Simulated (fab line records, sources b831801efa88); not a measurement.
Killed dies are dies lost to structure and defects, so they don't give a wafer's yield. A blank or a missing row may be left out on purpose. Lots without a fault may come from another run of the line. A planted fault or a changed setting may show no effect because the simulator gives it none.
Problem report in the 8D (eight disciplines) form, filled by code | flow sky130 | the parts of the form that need people (team, actions taken, sign-off) are left out

1. THE PROBLEM
beam_energy_keV at SKY_NWELL_IMPLANT_24 reads a mean of 129.58 on 6 wafers of 2 lots; wafers without a fault read 140.00 with a standard deviation of 0.044. That is -99 or more standard deviations from the usual mean.
First seen on wafer L819.3, day 9 03:40, on implanter-03. The record holds 39 wafers of 13 lots with a number at this step. Rule for "out", or "out of limits": more than 4 standard deviations from the usual mean. The other wafers with a number count as sound.

2. WHAT IT IS AND WHAT IT IS NOT
question                    | is                     | is not
which readings at this step | beam_energy_keV        | dose_ions_cm2, faraday_current_uA
which lots                  | L819, L820             | L804, L805, L809, L810, L814, L816, L817, L818, L821, L822, L827
which wafers of those lots  | all that have a number | -
read on which tools         | implanter-03           | implanter-01, implanter-02
when                        | from day 9 03:40       | up to then (24 sound wafers); but 9 sound wafers of L821, L822, L827 came after

3. SUSPECTS, AND WHAT RULES EACH OUT
Counting: a tool at a process step up to the reading stays a suspect if it ran every lot that is out and no sound lot after the first of them.
- implanter-03 at SKY_NWELL_IMPLANT_24: kept. It ran every lot that is out, first L819 (day 9 03:40), and no sound lot after that; its last sound lot up to then is L818 (day 8 19:14). Its own readings are out on those wafers: beam_energy_keV.
Left after counting: implanter-03 at SKY_NWELL_IMPLANT_24.

4. THE CAUSE (what the simulator had put in)
Process parameter drift: implanter-03, from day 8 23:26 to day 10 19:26, at SKY_NWELL_IMPLANT_24. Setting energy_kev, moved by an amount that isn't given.
Counting left only this tool.

5. THE CHAIN OF EFFECTS, in route order
Each row: a reading whose mean over the struck wafers that have a number lies more than 3 standard deviations from the usual. Only readings for which the record gives a usual standard deviation are gone through. hours: the time from each lot's start at the first step in this table that gives one to its start at this step, as a median over the lots. sigmas: the change in usual standard deviations.
hours | step                 | reading         | usual  | on struck wafers | change | sigmas
0     | SKY_NWELL_IMPLANT_24 | beam_energy_keV | 140.00 | 129.58           | -10.42 | -99 or more
The process steps in it:
- SKY_NWELL_IMPLANT_24
Later measuring or inspecting steps at which every struck wafer that the step has a row for has a number for every such reading, and none has moved that far: SKY_METAL2_THK_MEAS_06.

6. WHAT WOULD HAVE CAUGHT IT SOONER
In this record the first reading out of limits was taken at day 9 03:40, 4 hours after the fault began at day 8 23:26.
